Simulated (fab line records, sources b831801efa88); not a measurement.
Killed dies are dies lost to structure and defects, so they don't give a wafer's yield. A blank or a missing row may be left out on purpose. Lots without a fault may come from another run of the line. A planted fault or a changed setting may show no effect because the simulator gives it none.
fab line records | flow sky130
record lots=6 wafers=18 last_day=50
route steps=708 shown METAL4@623 VIA4@639 METAL5@661 PAD_OPEN@708
lots that met no fault: from a run of the same line without faults
start_h: hours from the record's first day to the start of the lot's first wafer shown | wait_h: hours since the lot's step before | " the same as in the row above | L1.1+2: a row that stands for several wafers | - no value, or no start given | * or withheld: withheld | < > ~ a bound
route shown NAME@n: a module of which the file shows steps, and the number in the route of the first | usual: mean/standard deviation of fault-free wafers | same: alike in all rows | chamber/n: place in a boat | sites: the reading at each site | _std_site: their standard deviation | _edge_site: outer sites' mean less inner sites' | radius_mm: how far each site lies from the wafer's centre | mask NAME#n: copy n | behind: the tool/chamber that last shaped the wafer | hold: why the lot was held/for how many hours/how that ended | device: the transistor (n, p or np) that didn't switch | end of line: the same wafers' tests at the end of the route | a step without rows: its recipe alone | killed: dies lost to structure and defects at the first sort, not the wafer's yield | map: a wafer's dies, x killed, . not, _ none there
set.NAME: the setting as run; set.NAME@STEP: as run at that earlier step | model.NAME: the simulator's own value behind a step, which no gauge read
lots at some steps of the route; a table a step, a row a wafer
services: from which hour (start_h, from the record's first day; less than 0 if before it) a tool's chamber was out of use, for how many hours, and why
## steps
# step SKY_METAL4_COAT_07
# recipe resist=BARC temp_c=withheld time_s=withheld spin_rpm=3000 resist_thk_nm=60
# step SKY_METAL4_COAT_08
# recipe resist=KrF-thick spin_rpm=3000 resist_thk_nm=1140
# step SKY_METAL4_SOFTBAKE_09
# recipe temp_c=100 time_s=90 resist=KrF-thick
# step SKY_METAL4_EXPOSE_10
# recipe mask_id=MM4 na=0.68 source_shape=annular sigma_inner=0.4 sigma_outer=0.8 target_cd_nm=300 dose_mj=28
# step SKY_METAL4_PEB_11
# recipe peb_temp_c=withheld peb_time_s=withheld resist=KrF-thick
# step SKY_METAL4_DEVELOP_12
# recipe develop_time_s=60 resist=KrF-thick dev_temp_c=21
# step SKY_METAL4_CD_MEAS_13
# recipe target_cd_nm=300
# usual cd_nm=300.0/1.3
# columns lot.wafer tool chamber start_h wait_h cd_nm
L448.2 cd_sem-01 - 1047.52 - 297.8
L448.3 " - " " 298.1
L448.5 " - " " 298.3
L449.2 cd_sem-01 - 1057.52 - 301.3
L449.4 " - " " 300.9
L449.6 " - " " 300.3
L450.2 cd_sem-02 - 1059.72 - 298.9
L450.5 " - " " 300.3
L450.6 " - " " 299.7
L458.2 cd_sem-02 - 1105.26 - 298.0
L458.4 " - " " 299.3
L458.5 " - " " 298.6
L460.4 cd_sem-02 - 1120.96 - 302.0
L460.5 " - " " 301.7
L460.6 " - " " 302.2
L461.1 cd_sem-01 - 1122.84 - 299.0
L461.3 " - " " 300.2
L461.5 " - " " 299.6
# step SKY_METAL4_OVL_MEAS_14
# usual METAL4_OVL=-3/5.1
# columns lot.wafer tool chamber start_h wait_h METAL4_OVL[nm]
L448.2 overlay-02 - 1047.63 0.1 -3
L448.3 " - " " -7
L448.5 " - " " -7
L449.2 overlay-01 - 1057.63 0.1 5
L449.4 " - " " -3
L449.6 " - " " -10
L450.2 overlay-02 - 1059.83 0.1 4
L450.5 " - " " 0
L450.6 " - " " -3
L458.2 overlay-02 - 1105.37 0.1 6
L458.4 " - " " 5
L458.5 " - " " 0
L460.4 overlay-02 - 1121.04 0.1 -7
L460.5 " - " " -3
L460.6 " - " " -7
L461.1 overlay-02 - 1122.96 0.1 -3
L461.3 " - " " 3
L461.5 " - " " -1
# step SKY_METAL4_DESCUM_15
# recipe chemistry=O2 source_power_w=150 bias_power_w=0 pressure_mtorr=10 temp_c=40 time_s=8
# usual drypump_motor_current_A=5.6/0.45 oes_product_au=0.997/0.0079
# same time_s=8
# columns lot.wafer tool chamber start_h wait_h drypump_motor_current_A oes_product_au rf_hours_counter_h
L448.2 rie_metal-01 0 1047.66 0.0 6.2 0.997 17
L448.3 " 0 " " 6.2 0.987 -
L448.5 " 0 " " 6.2 0.988 -
L449.2 rie_metal-02 0 1057.66 0.0 5.4 0.994 19
L449.4 " 0 " " 5.4 0.994 -
L449.6 " 1 " " 5.6 0.999 -
L450.2 rie_metal-04 0 1059.86 0.0 5.9 1.001 11
L450.5 " 1 " " 5.8 0.996 -
L450.6 " 0 " " 5.9 1.011 -
L458.2 rie_metal-04 1 1105.40 0.0 5.8 0.996 22
L458.4 " 1 " " 5.8 1.006 -
L458.5 " 1 " " 5.8 1.003 -
L460.4 rie_metal-04 0 1121.07 0.0 5.9 1.007 -
L460.5 " 1 " " 5.8 0.995 -
L460.6 " 0 " " 5.9 0.998 -
L461.1 rie_metal-04 1 1123.00 0.0 5.8 0.994 23
L461.3 " 0 " " 5.9 0.999 -
L461.5 " 0 " " 5.9 0.988 -
# step SKY_METAL4_ETCH_16
# recipe chemistry=N2/H2 target=BARC ion_energy_ev=200 bias_w=100 pressure_mtorr=30 n2_flow_sccm=100 h2_flow_sccm=200 icp_w=500 stop_on=SiO2 time_s=88.2 target_depth_a=600
# step SKY_METAL4_ETCH_17
# recipe target=SiO2 stop_on=TiN chemistry=C4F8/O2/Ar source_w=1500 bias_w=1200 pressure_mtorr=40 c4f8_flow_sccm=withheld O2_flow_sccm=6 Ar_flow_sccm=300 time_s=3.9 target_depth_a=150
# usual oes_product_au=0.755/0.0067
# same time_s=3.9
# columns lot.wafer tool chamber start_h wait_h oes_product_au
L448.2 rie_diel-04 1 1047.79 0.1 0.750
L448.3 " 2 " " 0.751
L448.5 " 1 " " 0.766
L449.2 rie_diel-04 0 1057.79 0.1 0.750
L449.4 " 1 " " 0.756
L449.6 " 1 " " 0.757
L450.2 rie_diel-01 3 1059.99 0.1 0.743
L450.5 " 3 " " 0.763
L450.6 " 0 " " 0.755
L458.2 rie_diel-01 1 1105.53 0.1 0.749
L458.4 " 3 " " 0.751
L458.5 " 1 " " 0.759
L460.4 rie_diel-03 1 1121.19 0.0 0.756
L460.5 " 1 " " 0.748
L460.6 " 2 " " 0.760
L461.1 rie_diel-03 2 1123.17 0.1 0.754
L461.3 " 0 " " 0.743
L461.5 " 3 " " 0.747
# step SKY_METAL4_METAL_ETCH_18
# recipe target_depth_a=8450 stop_on=SiO2 over_etch_frac=0.3 time_s=183.1 chemistry=Cl2/BCl3 resist_sidewall_deg=88 pressure_mtorr=10 icp_w=900 bias_w=48.5 Cl2_flow_sccm=60 bcl3_flow_sccm=30
# step SKY_METAL4_STRIP_19
# recipe chemistry=O2/N2 power_w=1400 pressure_mtorr=1500 platen_temp_c=withheld o2_flow_sccm=3000 n2_flow_sccm=300 overash_fraction=0.5
# usual drypump_motor_current_A=5.9/0.53 oes_product_au=0.504/0.0055 strip_time_to_endpoint_s=6.57/0.068
# columns lot.wafer tool chamber start_h wait_h drypump_motor_current_A oes_product_au rf_hours_counter_h strip_time_to_endpoint_s
L448.2 plasma_asher-01 0 1047.98 0.1 6.6 0.506 128 6.59
L448.3 " 0 " " 6.6 0.499 - 6.60
L448.5 " 1 " " 6.1 0.516 - 6.70
L449.2 plasma_asher-02 1 1057.98 0.1 5.8 0.505 61 6.55
L449.4 " 0 " " 6.1 0.513 - 6.55
L449.6 " 1 " " 5.8 0.501 - 6.56
L450.2 plasma_asher-03 1 1060.18 0.1 5.7 0.502 31 6.53
L450.5 " 1 " " 5.8 0.507 - 6.56
L450.6 " 0 " " 4.9 0.502 - 6.56
L458.2 plasma_asher-01 0 1105.72 0.1 6.5 0.513 4 6.66
L458.4 " 1 " " 6.1 0.500 - 6.56
L458.5 " 1 " " 6.1 0.506 - 6.59
L460.4 plasma_asher-01 0 1121.42 0.1 6.6 0.504 - 6.57
L460.5 " 1 " " 6.1 0.495 - 6.49
L460.6 " 0 " " 6.5 0.496 - 6.44
L461.1 plasma_asher-02 1 1123.37 0.1 5.7 0.503 67 6.53
L461.3 " 0 " " 6.1 0.498 - 6.56
L461.5 " 1 " " 5.7 0.503 - 6.60
# step SKY_METAL4_STRIP_20
# recipe chemistry=post_etch_residue_remover time_s=1200 temp_c=72.5
# step SKY_METAL4_CLEAN_21
# recipe chemistry=IPA time_s=180 temp_c=25
# step SKY_METAL4_CLEAN_22
# recipe chemistry=O3/DIW dry=n2_spin
# step SKY_VIA4_HDPCVD_00
# recipe material=SiO2 target_thk_nm=1750 sigma_open_frac=0.3 time_s=291.7 temp_c=400 sih4_flow_sccm=60 pressure_mtorr=6
# step SKY_VIA4_THK_MEAS_01
# recipe reads=SiO2_of_VIA4_HDPCVD_00
# usual VIA4_HDPCVD_THK=1753/18
# columns lot.wafer tool chamber start_h wait_h VIA4_HDPCVD_THK[nm]
L448.2 film_metro-03 - 1048.78 0.1 1740
L448.3 " - " " 1750
L448.5 " - " " 1740
L449.2 film_metro-03 - 1058.80 0.1 1726
L449.4 " - " " 1704
L449.6 " - " " 1724
L450.2 film_metro-02 - 1061.00 0.1 1745
L450.5 " - " " 1754
L450.6 " - " " 1721
L458.2 film_metro-02 - 1106.52 0.1 1746
L458.4 " - " " 1771
L458.5 " - " " 1767
L460.4 film_metro-04 - 1122.22 0.0 1779
L460.5 " - " " 1777
L460.6 " - " " 1777
L461.1 film_metro-02 - 1124.14 0.1 1759
L461.3 " - " " 1765
L461.5 " - " " 1770
# step SKY_VIA4_CMP_02
# recipe material=SiO2 down_force_psi=4 platen_rpm=60 pad_velocity_m_s=0.94248
# step SKY_VIA4_BOW_MEAS_03
# recipe mode=bow
# usual VIA4_BOW=80/8.5
# columns lot.wafer tool chamber start_h wait_h VIA4_BOW[um]
L448.2 film_metro-04 - 1049.15 0.2 85
L448.3 " - " " 74
L448.5 " - " " 99
L449.2 film_metro-02 - 1059.17 0.2 66
L449.4 " - " " 73
L449.6 " - " " 77
L450.2 film_metro-04 - 1061.37 0.1 88
L450.5 " - " " 89
L450.6 " - " " 88
L458.2 film_metro-02 - 1107.25 0.1 69
L458.4 " - " " 65
L458.5 " - " " 74
L460.4 film_metro-04 - 1122.61 0.2 92
L460.5 " - " " 72
L460.6 " - " " 78
L461.1 film_metro-04 - 1124.50 0.2 84
L461.3 " - " " 72
L461.5 " - " " 70
# step SKY_VIA4_DEHYDRATE_04
# recipe temp_c=200 time_s=60
# step SKY_VIA4_HMDS_05
# recipe prime_time_s=60 prime_temp_c=120
# step SKY_VIA4_COAT_06
# recipe resist=NOVOLAK spin_rpm=3000 resist_thk_nm=1140
# step SKY_VIA4_SOFTBAKE_07
# recipe temp_c=90 time_s=60 resist=NOVOLAK
# step SKY_VIA4_EXPOSE_08
# recipe mask_id=VIM4 na=0.6 source_shape=conventional sigma_outer=0.6 polarization=unpolarized target_cd_nm=800 dose_mj=132
# step SKY_VIA4_PEB_09
# recipe temp_c=withheld time_s=* resist=NOVOLAK
# step SKY_VIA4_DEVELOP_10
# recipe resist=NOVOLAK developer=TMAH develop_time_s=60 dev_temp_c=23
# step SKY_VIA4_OVL_MEAS_11
# usual VIA4_OVL=0.1/1.4
# columns lot.wafer tool chamber start_h wait_h VIA4_OVL[nm]
L448.2 overlay-01 - 1069.78 0.1 -2.6
L448.3 " - " " -1.4
L448.5 " - " " -1.9
L449.2 overlay-02 - 1080.18 0.1 1.0
L449.4 " - " " 0.4
L449.6 " - " " 2.7
L450.2 overlay-01 - 1082.20 0.1 0.6
L450.5 " - " " -1.6
L450.6 " - " " -1.1
L458.2 overlay-02 - 1127.25 0.1 -1.1
L458.4 " - " " 0.6
L458.5 " - " " 0.8
L460.4 overlay-01 - 1140.97 0.1 -1.0
L460.5 " - " " 1.4
L460.6 " - " " 0.9
L461.1 overlay-02 - 1143.70 0.1 0.3
L461.3 " - " " 0.4
L461.5 " - " " 1.1
# step SKY_VIA4_ETCH_12
# recipe target=SiO2 chemistry=C4F8/O2/Ar stop_on=TiN mask_material=NOVOLAK source_w=1500 bias_w=1200 pressure_mtorr=40 c4f8_flow_sccm=withheld O2_flow_sccm=6 Ar_flow_sccm=300 time_s=withheld target_depth_a=5800
# step SKY_VIA4_STRIP_13
# recipe chemistry=O2/N2 power_w=1400 pressure_mtorr=1500 platen_temp_c=withheld o2_flow_sccm=3000 n2_flow_sccm=300 overash_fraction=0.5
# step SKY_VIA4_STRIP_14
# recipe chemistry=post_etch_residue_remover time_s=1200 temp_c=72.5
# step SKY_VIA4_CLEAN_15
# recipe chemistry=IPA time_s=180 temp_c=25
# step SKY_VIA4_CLEAN_16
# recipe chemistry=O3/DIW dry=n2_spin
# step SKY_VIA4_SPUTTER_17
# recipe material=TiN target_thk_nm=20 chamber_pressure_pa=5 power_w=4000 time_s=80
# step SKY_VIA4_CVD_18
# recipe material=W target_thk_nm=505 time_s=152.14 temp_c=400 pressure_torr=40
# step SKY_VIA4_RS_MEAS_19
# recipe thk_meas_gauge=four-point-probe reads=W_of_VIA4_CVD_18+TiN_of_VIA4_SPUTTER_17
# usual VIA4_W_RS=0.226/0.0033
# columns lot.wafer tool chamber start_h wait_h VIA4_W_RS[ohm/sq]
L448.2 film_metro-03 - 1070.75 0.1 0.229
L448.3 " - " " 0.227
L448.5 " - " " 0.229
L449.2 film_metro-04 - 1081.11 0.1 0.221
L449.4 " - " " 0.220
L449.6 " - " " 0.225
L450.2 film_metro-04 - 1083.13 0.1 0.226
L450.5 " - " " 0.222
L450.6 " - " " 0.225
L458.2 film_metro-04 - 1128.19 0.1 0.220
L458.4 " - " " 0.227
L458.5 " - " " 0.224
L460.4 film_metro-04 - 1141.93 0.1 0.229
L460.5 " - " " 0.228
L460.6 " - " " 0.227
L461.1 film_metro-02 - 1144.70 0.1 0.223
L461.3 " - " " 0.220
L461.5 " - " " 0.220
# step SKY_VIA4_THK_MEAS_20
# recipe thk_meas_gauge=xrf reads=W_of_VIA4_CVD_18
# usual VIA4_W_THK=512/7.5
# columns lot.wafer tool chamber start_h wait_h VIA4_W_THK[nm]
L448.2 film_metro-03 - 1070.86 0.1 501
L448.3 " - " " 506
L448.5 " - " " 501
L449.2 film_metro-04 - 1081.22 0.1 524
L449.4 " - " " 524
L449.6 " - " " 514
L450.2 film_metro-04 - 1083.24 0.1 514
L450.5 " - " " 518
L450.6 " - " " 514
L458.2 film_metro-04 - 1128.30 0.1 525
L458.4 " - " " 514
L458.5 " - " " 517
L460.4 film_metro-04 - 1142.02 0.1 507
L460.5 " - " " 511
L460.6 " - " " 513
L461.1 film_metro-02 - 1144.82 0.1 520
L461.3 " - " " 523
L461.5 " - " " 527
# step SKY_VIA4_CMP_21
# recipe stop_on=SiO2 t_overpolish_s=25 down_force_psi=3.5 platen_rpm=60 target_thk_nm=0 pad_velocity_m_s=0.94248
# usual motor_current_A=11.6/0.87 overpolish_run_s=25.000/0.0094 time_to_endpoint_s=123/3.7
# columns lot.wafer tool chamber start_h wait_h motor_current_A overpolish_run_s time_to_endpoint_s
L448.2 cmp-01 0 1070.91 0.0 11.9 25.004 123
L448.3 " 1 " " 13.0 24.988 120
L448.5 " 1 " " 12.8 25.003 118
L449.2 cmp-02 3 1081.27 0.0 10.5 24.993 129
L449.4 " 1 " " 11.1 25.014 126
L449.6 " 3 " " 10.7 24.993 128
L450.2 cmp-01 3 1083.44 0.2 11.7 25.007 124
L450.6 " 0 " " 11.6 25.009 124
L450.5 " 1 " " 12.5 24.991 121
L458.2 cmp-01 1 1128.35 0.0 12.5 24.993 126
L458.4 " 2 " " 12.0 24.993 120
L458.5 " 2 " " 12.5 24.998 125
L460.4 cmp-01 1 1142.05 0.0 12.4 25.024 116
L460.5 " 1 " " 12.1 24.999 116
L460.6 " 2 " " 12.2 24.979 121
L461.1 cmp-01 2 1145.05 0.2 12.4 24.988 123
L461.3 " 3 " " 12.0 25.003 129
L461.5 " 1 " " 11.9 24.999 119
# step SKY_METAL5_SPUTTER_00
# recipe material=Ti target_thk_nm=15 power_w=3000 time_s=10 chamber_pressure_pa=0.4
# step SKY_METAL5_SPUTTER_01
# recipe material=TiN target_thk_nm=20 power_w=6500 time_s=16.7 chamber_pressure_pa=0.4
# step SKY_METAL5_SPUTTER_02
# recipe material=AlCu target_thk_nm=1150 power_w=10600 time_s=61.2 chamber_pressure_pa=0.4
# usual throttle_valve_pct=30.3/1.1
# same time_s=61.2
# columns lot.wafer tool chamber start_h wait_h throttle_valve_pct
L448.2 pvd_sputter-04 - 1071.26 0.0 29.4
L448.3 " - " " 28.9
L448.5 " - " " 31.3
L449.2 pvd_sputter-02 - 1081.62 0.0 29.8
L449.4 " - " " 29.3
L449.6 " - " " 29.0
L450.2 pvd_sputter-04 - 1083.64 0.0 31.7
L450.5 " - " " 29.5
L450.6 " - " " 31.7
L458.2 pvd_sputter-04 - 1128.69 0.0 29.1
L458.4 " - " " 31.8
L458.5 " - " " 29.1
L460.4 pvd_sputter-02 - 1142.40 0.0 30.9
L460.5 " - " " 29.1
L460.6 " - " " 29.8
L461.1 pvd_sputter-04 - 1145.35 0.0 31.6
L461.3 " - " " 29.4
L461.5 " - " " 29.2
# step SKY_METAL5_SPUTTER_03
# recipe material=Ti target_thk_nm=5 power_w=3000 time_s=3.3 chamber_pressure_pa=0.4
# usual throttle_valve_pct=30.3/1.1
# same time_s=3.3
# columns lot.wafer tool chamber start_h wait_h throttle_valve_pct
L448.2 pvd_sputter-04 - 1071.31 0.0 29.1
L448.3 " - " " 29.2
L448.5 " - " " 31.8
L449.2 pvd_sputter-02 - 1081.67 0.0 30.0
L449.4 " - " " 29.3
L449.6 " - " " 29.1
L450.2 pvd_sputter-04 - 1083.69 0.0 31.5
L450.5 " - " " 29.6
L450.6 " - " " 31.9
L458.2 pvd_sputter-04 - 1128.75 0.0 29.3
L458.4 " - " " 31.7
L458.5 " - " " 29.4
L460.4 pvd_sputter-02 - 1142.45 0.0 31.2
L460.5 " - " " 29.0
L460.6 " - " " 29.8
L461.1 pvd_sputter-04 - 1145.40 0.0 31.3
L461.3 " - " " 29.6
L461.5 " - " " 29.3
# step SKY_PAD_OPEN_PROBE_99
# usual defect_limited_yield=82.4/1.8 killed_at_M0_to_M3=43/6.5 killed_at_M4_up=3.2/1.8 killed_at_contacts=24/5.2 killed_at_front_end=15/4 killed_at_other=0.4/0.69 killed_dies=86/8.7 killed_on_rim=17/3.7 killed_open=47/7 killed_short=39/5.7 sort_bin_3_pad_short=0.9/0.43 sort_bin_5_function=10.5/1.4 sort_bin_6_memory=6.2/1.2 sort_n_pass=406/8.7 sort_yield_pct=82.4/1.8
# same gross_dies=492 killed_at_back_side=0 sort_bin_4_leakage[%]=0 sort_bin_8_speed[%]=0
# columns lot.wafer tool chamber start_h wait_h defect_limited_yield[%] killed_at_M0_to_M3 killed_at_M4_up killed_at_contacts killed_at_front_end killed_at_other killed_dies killed_on_rim killed_open killed_short sort_bin_3_pad_short[%] sort_bin_5_function[%] sort_bin_6_memory[%] sort_n_pass sort_yield_pct[%] model.etest.tester.sort_n_pass model.etest.tester.sort_yield_pct model.etest.tester.sort_bin_5_pct model.etest.tester.sort_bin_3_pct
L448.2 prober-02 - 1135.19 0.1 81.1 49 4 24 15 1 93 22 58 35 0.2 11.4 7.3 399 81.1 399 81.1 11.38 0.2033
L448.3 prober-02 - 1135.24 0.2 81.9 42 4 22 21 0 89 19 49 40 0.6 10.2 7.3 403 81.9 403 81.91 10.16 0.6098
L448.5 prober-02 - 1135.34 0.2 80.7 43 2 39 11 0 95 18 53 42 0.4 12.0 6.9 397 80.7 397 80.69 11.99 0.4065
L449.2 prober-01 - 1144.82 0.1 81.3 49 4 25 14 0 92 21 45 47 1.2 8.7 8.7 400 81.3 400 81.3 8.74 1.22
L449.4 prober-01 - 1144.92 0.2 83.1 34 5 23 21 0 83 15 38 44 0.4 11.6 4.9 409 83.1 409 83.13 11.59 0.4065
L449.6 prober-01 - 1145.02 0.2 82.5 38 4 28 16 0 86 22 48 37 0.8 10.2 6.5 406 82.5 406 82.52 10.16 0.813
L450.2 prober-02 - 1146.32 0.1 83.5 46 1 13 21 0 81 14 42 38 0.4 10.8 5.3 411 83.5 411 83.54 10.77 0.4065
L450.5 prober-02 - 1146.47 0.2 82.3 38 7 24 18 0 87 21 44 43 1.4 11.8 4.5 405 82.3 405 82.32 11.79 1.423
L450.6 prober-02 - 1146.52 0.2 83.5 42 2 22 14 1 81 14 50 31 0.2 9.3 6.9 411 83.5 411 83.54 9.35 0.2033
L458.2 prober-02 - 1184.56 0.1 81.3 42 3 26 19 2 92 15 52 39 1.0 10.8 6.9 400 81.3 400 81.3 10.77 1.016
L458.4 prober-02 - 1184.66 0.2 72.2 52 55 18 11 1 137 21 55 30 2.6 18.9 6.3 355 72.2 355 72.15 18.9 2.642
L458.5 prober-02 - 1184.71 0.2 71.3 45 50 28 18 0 141 26 47 48 4.3 16.5 7.9 351 71.3 351 71.34 16.46 4.268
L460.4 prober-02 - 1196.72 0.2 81.7 45 5 23 16 1 90 13 51 37 1.0 11.6 5.7 402 81.7 402 81.71 11.59 1.016
L460.5 prober-02 - 1196.77 0.2 70.9 41 58 27 15 2 143 19 56 33 3.7 17.3 8.1 349 70.9 349 70.94 17.28 3.659
L460.6 prober-02 - 1196.82 0.2 81.1 49 5 18 20 1 93 15 56 34 0.4 10.8 7.7 399 81.1 399 81.1 10.77 0.4065
L461.1 prober-01 - 1198.26 0.1 83.3 45 3 21 13 0 82 18 38 44 0.6 9.8 6.3 410 83.3 410 83.33 9.756 0.6098
L461.3 prober-01 - 1198.36 0.2 80.9 50 5 21 18 0 94 25 50 44 1.2 10.0 7.9 398 80.9 398 80.89 9.959 1.22
L461.5 prober-01 - 1198.46 0.2 83.5 38 5 20 18 0 81 19 44 37 0.2 9.1 7.1 411 83.5 411 83.54 9.146 0.2033
# killed by level:class
L448.2 VIA1:geometric_particle:open=10 CONTACT:geometric_particle:open=9 VIA2:geometric_particle:open=9 LI_CONTACT:geometric_particle:open=8 VIA3:geometric_particle:open=8 VIA2:geometric_particle:short=5 VIA1:geometric_particle:short=5 FIELD_ISO:geometric_particle:short=4
L448.3 CONTACT:geometric_particle:open=9 VIA2:geometric_particle:open=8 VIA1:geometric_particle:open=7 FIELD_ISO:geometric_particle:open=6 FIELD_ISO:geometric_particle:short=6 VIA1:geometric_particle:short=6 LOCAL_INTERCONNECT:geometric_particle:short=5 CONTACT:geometric_particle:short=4
L448.5 CONTACT:geometric_particle:open=15 LI_CONTACT:geometric_particle:open=9 LOCAL_INTERCONNECT:geometric_particle:short=8 VIA3:geometric_particle:open=7 VIA2:geometric_particle:open=7 VIA1:geometric_particle:open=7 CONTACT:geometric_particle:short=6 METAL3:geometric_particle:short=5
L449.2 VIA1:geometric_particle:open=10 VIA3:geometric_particle:open=8 LOCAL_INTERCONNECT:geometric_particle:short=7 LI_CONTACT:geometric_particle:open=6 CONTACT:geometric_particle:short=6 METAL1:geometric_particle:short=6 VIA2:geometric_particle:open=6 FIELD_ISO:geometric_particle:open=5
L449.4 VIA1:geometric_particle:open=8 POLY_GATE:geometric_particle:short=7 METAL1:geometric_particle:short=7 LOCAL_INTERCONNECT:geometric_particle:short=7 CONTACT:geometric_particle:open=7 VIA3:geometric_particle:open=7 FIELD_ISO:geometric_particle:short=5 METAL4:geometric_particle:short=4
L449.6 VIA1:geometric_particle:short=8 VIA1:geometric_particle:open=8 LI_CONTACT:geometric_particle:open=7 LOCAL_INTERCONNECT:geometric_particle:short=6 CONTACT:geometric_particle:open=6 VIA3:geometric_particle:open=6 POLY_GATE:geometric_particle:open=5 VIA2:geometric_particle:open=5
L450.2 METAL1:geometric_particle:short=10 VIA3:geometric_particle:open=10 FIELD_ISO:geometric_particle:open=6 VIA1:geometric_particle:open=6 METAL2:geometric_particle:short=5 POLY_GATE:geometric_particle:open=4 POLY_GATE:geometric_particle:short=4 LI_CONTACT:geometric_particle:open=4
L450.5 VIA1:geometric_particle:short=8 LI_CONTACT:geometric_particle:open=8 VIA1:geometric_particle:open=8 POLY_GATE:geometric_particle:short=7 VIA3:geometric_particle:open=6 METAL1:geometric_particle:short=5 CONTACT:geometric_particle:short=4 CONTACT:geometric_particle:open=4
L450.6 VIA1:geometric_particle:open=12 VIA3:geometric_particle:open=7 LOCAL_INTERCONNECT:geometric_particle:short=6 CONTACT:geometric_particle:open=6 VIA2:geometric_particle:open=6 POLY_GATE:geometric_particle:short=4 LI_CONTACT:geometric_particle:open=4 METAL1:geometric_particle:short=4
L458.2 LI_CONTACT:geometric_particle:open=10 VIA1:geometric_particle:open=8 VIA2:geometric_particle:open=8 FIELD_ISO:geometric_particle:open=6 CONTACT:geometric_particle:short=6 VIA1:geometric_particle:short=6 FIELD_ISO:geometric_particle:short=5 CONTACT:geometric_particle:open=5
L458.4 METAL4:unspecified=52 VIA2:geometric_particle:open=12 VIA3:geometric_particle:open=10 METAL1:geometric_particle:short=8 VIA1:geometric_particle:open=8 CONTACT:geometric_particle:open=7 LI_CONTACT:geometric_particle:open=6 POLY_GATE:geometric_particle:open=3
L458.5 METAL4:unspecified=46 CONTACT:geometric_particle:open=13 VIA3:geometric_particle:open=12 METAL2:geometric_particle:short=6 VIA1:geometric_particle:short=5 POLY_GATE:geometric_particle:short=5 POLY_GATE:geometric_particle:open=5 LI_CONTACT:geometric_particle:open=5
L460.4 CONTACT:geometric_particle:open=13 VIA1:geometric_particle:open=12 VIA1:geometric_particle:short=9 FIELD_ISO:geometric_particle:open=6 VIA3:geometric_particle:open=6 POLY_GATE:geometric_particle:short=4 CONTACT:geometric_particle:short=4 VIA2:geometric_particle:open=4
L460.5 METAL4:unspecified=53 VIA1:geometric_particle:open=14 CONTACT:geometric_particle:open=9 VIA3:geometric_particle:open=9 POLY_GATE:geometric_particle:open=6 LI_CONTACT:geometric_particle:open=6 CONTACT:geometric_particle:short=6 METAL2:geometric_particle:short=5
L460.6 VIA3:geometric_particle:open=13 VIA1:geometric_particle:open=11 VIA2:geometric_particle:open=7 LI_CONTACT:geometric_particle:open=6 CONTACT:geometric_particle:open=6 VIA1:geometric_particle:short=6 FIELD_ISO:geometric_particle:open=5 FIELD_ISO:geometric_particle:short=5
L461.1 VIA1:geometric_particle:open=9 METAL2:geometric_particle:short=9 METAL1:geometric_particle:short=8 CONTACT:geometric_particle:open=6 CONTACT:geometric_particle:short=6 FIELD_ISO:geometric_particle:open=5 POLY_GATE:geometric_particle:short=5 VIA3:geometric_particle:open=5
L461.3 VIA1:geometric_particle:open=15 CONTACT:geometric_particle:open=9 FIELD_ISO:geometric_particle:short=8 LI_CONTACT:geometric_particle:open=8 VIA1:geometric_particle:short=7 POLY_GATE:geometric_particle:open=5 METAL1:geometric_particle:short=5 METAL2:geometric_particle:short=5
L461.5 CONTACT:geometric_particle:open=9 VIA1:geometric_particle:open=9 METAL2:geometric_particle:short=8 VIA3:geometric_particle:open=8 FIELD_ISO:geometric_particle:open=5 POLY_GATE:geometric_particle:short=4 POLY_GATE:geometric_particle:open=4 CONTACT:geometric_particle:short=4
# map L458.5 (x killed, . not)
__________x.....x..._________
________x........xx..._______
______x.....x.x....xxxx._____
_____.x..x...x.......xx..____
____..x.......x......x....___
___x...x.........x.x..x....__
__.x..x..x....x.....x...x..x_
_x..x.x......x.....x.........
_...x...x.....x..x......x....
_...........x.x...x....x....x
_.x.....xx.....x..........x..
_....xxxxxxx.x.x...x.x.x.....
_x.xx.xxxxxxxxx.x...x........
_x....xxxxxxxx..........xx.xx
_...xxxxxxxxx.x......xx......
__x.x..xxxxx.xx.......x...x._
___...xxx.x.x........x.xxx.__
____..xx..............x..x___
_____x.....xx..x.x..x..x.____
______x.x.......x......x_____
________.x.....x....x._______
__________.........._________
# map L460.5 (x killed, . not)
__________.........._________
________x.....x....x.._______
______..x.....xx........_____
_____.xx...........xx....____
____x.......x...x........x___
___....x...........x...xxx.__
__..xx..xxx........xx......._
_..x...x..x...xx...x......xx.
_.x.......x...........x......
_.....x............x......x..
_.xx.xx.x.x...x.xxx....x..x..
_....xxxxxxxx..x.....x.......
_.x.x.xxxxxxxxx...x...xx...x.
_...xxxxxxxxx.x..........xx..
_.x.xxxxxxxxxxx......x....x..
__...xxxxxxxx......x........_
___.x.xxxx.xxx..x...xx.....__
____x...xxx..........x...x___
_____.xx..x......x.....x.____
______.....x..x..x......_____
________..x.......xxx._______
__________.......x.x_________
## services
# columns tool chamber start_h hours kind
rie_diel-04 1 1033.94 1.7 repair
plasma_asher-02 - 1037.32 2.9 repair
cmp-02 - 1044.83 2.9 repair
rie_diel-03 3 1046.63 5.5 repair
rie_diel-03 0 1049.87 6.1 repair
rie_metal-01 - 1050.23 2.8 pm
plasma_asher-01 - 1051.87 19.1 repair
plasma_asher-01 - 1070.98 9.0 pm
plasma_asher-02 - 1081.84 28.1 pm
pvd_sputter-02 - 1083.33 6.2 repair
cmp-02 - 1084.23 4.0 pm
plasma_asher-01 - 1092.00 2.8 pm
pvd_sputter-04 3 1105.75 - consumable_replace:kit
pvd_sputter-04 3 1105.75 18.0 scheduled_down
pvd_sputter-04 3 1105.75 18.0 vent_cycle
cmp-02 - 1107.12 4.5 pm
cmp-02 - 1113.41 0.5 repair
rie_diel-01 - 1120.29 1.4 repair
rie_diel-04 1 1121.03 7.9 repair
rie_diel-03 - 1125.18 0.7 repair
rie_diel-01 - 1126.77 0.8 repair
rie_diel-04 - 1133.62 2.8 pm
plasma_asher-02 - 1135.33 5.1 repair
rie_metal-04 1 1138.82 21.9 repair
## key
first_sign step=SKY_PAD_OPEN_PROBE_99 reading=killed_at_M4_up direction=up sigmas=28 usual=3.2 struck=54.3
effect step=SKY_PAD_OPEN_PROBE_99 reading=sort_bin_3_pad_short direction=up sigmas=6.2 usual=0.9 struck=3.5
model_effect step=SKY_PAD_OPEN_PROBE_99 value=etest.tester.sort_n_pass without=397 struck=351.7
met_at SKY_METAL4_STRIP_19
struck_wafers L458.4,L458.5,L460.5
onset_between 1047.98 1105.72
fault kind=chamber_particle_source tool=plasma_asher-01 chamber=1 onset_h=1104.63 steps=SKY_METAL4_STRIP_19 rate_per_visit_cm2=0.72144 end_h=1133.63
